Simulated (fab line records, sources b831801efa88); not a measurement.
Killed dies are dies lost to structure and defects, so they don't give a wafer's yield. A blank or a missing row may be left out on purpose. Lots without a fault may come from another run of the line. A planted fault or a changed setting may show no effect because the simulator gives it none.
A struck lot beside a sound one | flow gf180mcu | 40 steps out of a route of 602
Sound: wafers L316.3, L316.4, L316.6. Struck: wafers L317.1, L317.4, L317.6. The cause comes at the end.
At each step with rows: each side's tool, then ch and its chambers, then its first start. Under that, the readings that differ: sound wafers | struck wafers | difference of the means | sigmas: that difference in standard deviations of wafers without a fault.
alike: readings whose means differ by less than 2 such deviations, and words and numbers that are the same on both sides. not compared: withheld readings, readings that some wafer has no value for, bounds like >300 that may hide the same value, and numbers for which the record gives no deviation and whose values overlap.
The two part at a step that has a row with sigmas, a row that says differs or no value, or rows on one side only. Numbers that don't overlap but have no deviation are shown without sigmas and don't part them. A reading that every wafer of one side lacks parts them only if that side has two wafers or more.

first, 1 step without rows for these wafers: GF_HV_LDD_DEVELOP_06 (develop time 60 s).
GF_HV_LDD_CD_MEAS_07: target cd 400 nm.
  sound on cd_sem-01, day 10 14:56; struck on cd_sem-02, day 11 01:04
  alike: cd_nm
GF_HV_LDD_OVL_MEAS_08:
  sound on overlay-01, day 10 15:01; struck on overlay-02, day 11 01:11
  alike: HV_LDD_OVL
then, 1 step without rows for these wafers: GF_HV_LDD_IMPLANT_09.
GF_HV_LDD_STRIP_10: strips in O2/N2.
  sound on plasma_asher-03 ch 0,1, day 10 15:14; struck on plasma_asher-01 ch 0, day 11 01:23
  reading                      | sound                | struck               | difference | sigmas
  strip_time_to_endpoint_s (s) | 12.658 12.678 12.691 | 12.589 12.579 12.596 | -0.088     | -3
  alike: drypump_motor_current_A, heater_power_w, oes_product_au
  not compared: rf_hours_counter_h
GF_HV_LDD_TW_MEAS_11:
  sound on film_metro-01, day 10 15:22; struck on film_metro-03, day 11 01:29
  reading   | sound          | struck         | difference | sigmas
  HV_LDD_TW | 2376 2390 2391 | 2452 2460 2445 | +67        | +2
then, 6 steps without rows for these wafers: GF_HV_LDD_DEHYDRATE_12 (time 60 s); GF_HV_LDD_HMDS_13 (prime time 60 s); GF_HV_LDD_COAT_14 (resist thk 1000 nm); GF_HV_LDD_SOFTBAKE_15 (time 60 s); GF_HV_LDD_EXPOSE_16 (exposes mask Pplus LV AREA, target cd 400 nm); GF_HV_LDD_PEB_17.
GF_HV_LDD_DEVELOP_18: develop time 60 s.
  sound on litho_track-02 ch 0, day 11 08:44; struck on litho_track-02 ch 0, day 11 20:08
GF_HV_LDD_OVL_MEAS_20:
  sound on overlay-01, day 11 08:58; struck on overlay-02, day 11 20:25
  alike: HV_LDD_01_OVL
then, 1 step without rows for these wafers: GF_HV_LDD_IMPLANT_21.
GF_HV_LDD_STRIP_22: strips in O2/N2.
  sound on plasma_asher-01 ch 0,1, day 11 09:11; struck on plasma_asher-01 ch 1, day 11 20:35
  alike: drypump_motor_current_A, heater_power_w, oes_product_au, strip_time_to_endpoint_s
  not compared: rf_hours_counter_h
GF_HV_LDD_TW_MEAS_23:
  sound on film_metro-01, day 11 09:16; struck on film_metro-04, day 11 20:41
  alike: HV_LDD_2_TW
then, 7 steps without rows for these wafers: GF_HV_LDD_DEHYDRATE_24 (time 60 s); GF_HV_LDD_HMDS_25 (prime time 60 s); GF_HV_LDD_COAT_26 (resist thk 1000 nm); GF_HV_LDD_SOFTBAKE_27 (time 60 s); GF_HV_LDD_EXPOSE_28 (exposes mask Nplus HV AREA, target cd 400 nm); GF_HV_LDD_PEB_29; GF_HV_LDD_DEVELOP_30 (develop time 60 s).
GF_HV_LDD_OVL_MEAS_32:
  sound on overlay-02, day 12 03:59; struck on overlay-02, day 12 16:16
  alike: HV_LDD_02_OVL
then, 4 steps without rows for these wafers: GF_HV_LDD_IMPLANT_33; GF_HV_LDD_IMPLANT_34; GF_HV_LDD_IMPLANT_35; GF_HV_LDD_IMPLANT_36.
GF_HV_LDD_STRIP_37: strips in O2/N2.
  sound on plasma_asher-03 ch 0,1, day 12 04:38; struck on plasma_asher-01 ch 0,1, day 12 16:53
  alike: drypump_motor_current_A, heater_power_w, oes_product_au, strip_time_to_endpoint_s
  not compared: rf_hours_counter_h
GF_HV_LDD_TW_MEAS_38:
  sound on film_metro-04, day 12 04:44; struck on film_metro-04, day 12 16:59
  alike: HV_LDD_3_TW
then, 7 steps without rows for these wafers: GF_HV_LDD_DEHYDRATE_39 (time 60 s); GF_HV_LDD_HMDS_40 (prime time 60 s); GF_HV_LDD_COAT_41 (resist thk 1000 nm); GF_HV_LDD_SOFTBAKE_42 (time 60 s); GF_HV_LDD_EXPOSE_43 (exposes mask Pplus HV AREA, target cd 400 nm); GF_HV_LDD_PEB_44; GF_HV_LDD_DEVELOP_45 (develop time 60 s).
GF_HV_LDD_OVL_MEAS_47:
  sound on overlay-01, day 13 00:22; struck on overlay-02, day 13 12:12
  alike: HV_LDD_03_OVL
-- the record jumps here: 17 days lie between the struck wafers' starts before and after (it left off in module HV_LDD and takes up again in module PASSIVATION, whose first step shown is number 602 of the route) --
GF_PASSIVATION_PROBE_99:
  the record has rows for the struck wafers here (prober-02, day 30 00:26) and none for the sound ones

WHERE THEY PART
First at GF_HV_LDD_STRIP_10; last, within this record, at GF_PASSIVATION_PROBE_99.

WHY: what the simulator had put in
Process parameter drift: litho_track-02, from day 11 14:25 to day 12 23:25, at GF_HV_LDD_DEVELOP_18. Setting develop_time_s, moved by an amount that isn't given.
